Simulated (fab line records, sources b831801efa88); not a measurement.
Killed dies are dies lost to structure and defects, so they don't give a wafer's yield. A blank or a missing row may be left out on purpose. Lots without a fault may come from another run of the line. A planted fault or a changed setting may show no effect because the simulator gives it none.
One fault seen from 2 desks | flow sky130 | each desk has only its own numbers; what lay behind them comes last

THE TOOL OWNER'S DESK: implanter-01
The tool's own readings at SKY_LDD_N_IMPLANT_10: means of the sampled wafers that have a number, for each lot that ran on this tool. A lot is out of limits, marked OUT, if its mean lies more than 4 standard deviations from the usual mean; the brackets give that distance.
Columns: A = dose_ions_cm2 at SKY_LDD_N_IMPLANT_10, usual 7.5e+13; B = faraday_current_uA at SKY_LDD_N_IMPLANT_10, usual 423
lot  | first seen here | A                 | B
L628 | day 19 22:21    | 6.8e+13 (-92) OUT | 375 (-5.6) OUT
L631 | day 20 20:27    | 6.8e+13 (-90) OUT | 383 (-4.7) OUT
L641 | day 24 12:24    | 7.5e+13           | 420
L643 | day 24 20:21    | 7.5e+13           | 421
This desk's finding: out of limits on L628, L631; first on L628, day 19 22:21 (dose_ions_cm2 at SKY_LDD_N_IMPLANT_10). In limits: L641, L643.

THE METROLOGY DESK
What the gauges read, lot by lot, whatever tool the lot ran on: means of the sampled wafers that have a number. A lot is out of limits, marked OUT, if its mean lies more than 4 standard deviations from the usual mean; the brackets give that distance.
Columns: A = POLY_GATE_OXIDATION_THK at SKY_POLY_GATE_THK_MEAS_21, usual 3.99 nm; B = cd_nm at SKY_POLY_GATE_CD_MEAS_22, usual 150.0 nm; C = LDD_N_OVL at SKY_LDD_N_OVL_MEAS_07, usual -0.2 nm
lot  | first seen here | A    | B     | C
L624 | day 16 22:59    | 4.09 | 153.0 | -1.4
L628 | day 18 14:59    | 4.09 | 146.5 | 1.0
L631 | day 19 13:35    | 3.91 | 149.1 | 0.5
L641 | day 23 06:14    | 4.01 | 151.3 | -2.4
L643 | day 23 14:24    | 3.96 | 150.2 | 0.0
L645 | day 24 07:38    | 4.05 | 147.5 | -0.9
This desk's finding: nothing out of limits on any of the 6 lots.

PUT TOGETHER
The tool owner's desk could have raised an alarm at day 19 22:21, on L628, L631.
The metrology desk saw nothing out of limits.
The metrology desk has L628, L631 on record, within its limits.
Of the lots named, all ran SKY_LDD_N_IMPLANT_10 on implanter-01.

WHAT THE SIMULATOR HAD PUT IN
Process parameter drift: implanter-01, from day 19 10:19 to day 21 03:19, at SKY_LDD_N_IMPLANT_10. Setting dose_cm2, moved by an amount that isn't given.
Lots struck among those shown: L628, L631.
Hours from the fault's start to each desk's first reading out of limits: the tool owner's desk, 12.
